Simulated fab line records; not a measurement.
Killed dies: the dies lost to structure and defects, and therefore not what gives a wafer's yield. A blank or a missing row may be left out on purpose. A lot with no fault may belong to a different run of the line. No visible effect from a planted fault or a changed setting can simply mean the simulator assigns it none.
8D (eight disciplines) problem report, filled in by code -- flow sky130 -- the parts of the form that need people (team, actions taken, sign-off) are left out

## 1. THE ISSUE
VIA1_W_RS at SKY_VIA1_RS_MEAS_22 reads a mean of 0.302 ohm/sq on 3 wafers of 2 lots; wafers without a fault read 0.425 ohm/sq with a standard deviation of 0.0063. That puts it -19 standard deviations away from the usual mean.
The step: measures by four-point-probe.
Seen first at day 35 10:41 on film_metro-02, wafer L614.2. The record holds 30 wafers of 10 lots with a number at this step. Rule for "out", or "out of limits": more than 4 standard deviations from the usual mean. The other wafers with a number count as sound.

## 2. WHAT IT IS AND WHAT IT IS NOT
question,is,is not
which readings at this step,VIA1_W_RS,-
which lots,"L614, L618","L612, L613, L624, L625, L626, L630, L631, L632"
which wafers of those lots,"L614.2, L618.2, L618.6","L614.3, L614.5, L618.1"
read on which gauges,"film_metro-01, film_metro-02",film_metro-04
when,from day 35 10:41,"up to then (8 sound wafers); but 19 sound wafers of L618, L624, L625, L626, L630, L631, L632 came after"

## 3. THE SUSPECTS, EACH WITH WHAT RULES IT OUT
Counting: if a tool at a process step up to the reading ran every lot that is out, it stays a suspect. Sound lots after the first of them don't rule it out here, since some wafers of a struck lot are sound.
- the gauge at SKY_VIA1_RS_MEAS_22 is ruled out. Those wafers that are out were read across 2 gauges (film_metro-01, film_metro-02).
- cvd_w-02 at SKY_VIA1_CVD_21 (deposits W, target thk 270 nm, time 80.902 s): kept. It ran every lot that is out, first L614 (day 35 10:34); its last sound lot up to then is L613 (day 35 08:31).
- Within cvd_w-02 at SKY_VIA1_CVD_21, the wafers that are out were processed in chamber 1 and their sound lot-mates in chamber 0.
Left after counting: cvd_w-02 at SKY_VIA1_CVD_21.

## 4. THE CAUSE (what the simulator had put in)
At SKY_VIA1_CVD_21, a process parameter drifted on cvd_w-02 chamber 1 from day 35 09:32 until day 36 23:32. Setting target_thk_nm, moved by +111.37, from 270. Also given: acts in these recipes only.
Counting left only this tool.

## 5. THE CHAIN OF EFFECTS, in route order
Each row: a reading where the mean over the struck wafers with a number is more than 3 standard deviations away from the usual. Readings are gone through only where the record gives a usual standard deviation; hours: the median, over the lots, of the time from a lot's start at the first step in this table giving one to that lot's start at this step; sigmas: the change measured in usual standard deviations.
hours,step,reading,usual,on struck wafers,change,sigmas
0,SKY_VIA1_RS_MEAS_22,VIA1_W_RS,0.425 ohm/sq,0.302,-0.123,-19
0,SKY_VIA1_THK_MEAS_23,VIA1_W_THK,276 nm,388,+112,+25
0,SKY_VIA1_CMP_24,time_to_endpoint_s,66 s,91,+25,+5.7
It contains these process steps:
- SKY_VIA1_CMP_24: polishes, stops on SiO2, t overpolish 15 s, target thk 0 nm.

## 6. HOW IT WOULD HAVE BEEN CAUGHT EARLIER
In this record the first reading out of limits at a measuring or inspecting step was taken at day 35 10:41, 1 hour after the fault began at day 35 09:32.
No tool reading at SKY_VIA1_CVD_21 that has a usual standard deviation in the record was out on any struck wafer, so an alarm limit of 4 standard deviations on those readings would not have fired.
Lots out: 2; of these, L618 started SKY_VIA1_CVD_21 on cvd_w-02 after day 35 10:41. Holding the tool at that time would have saved it.
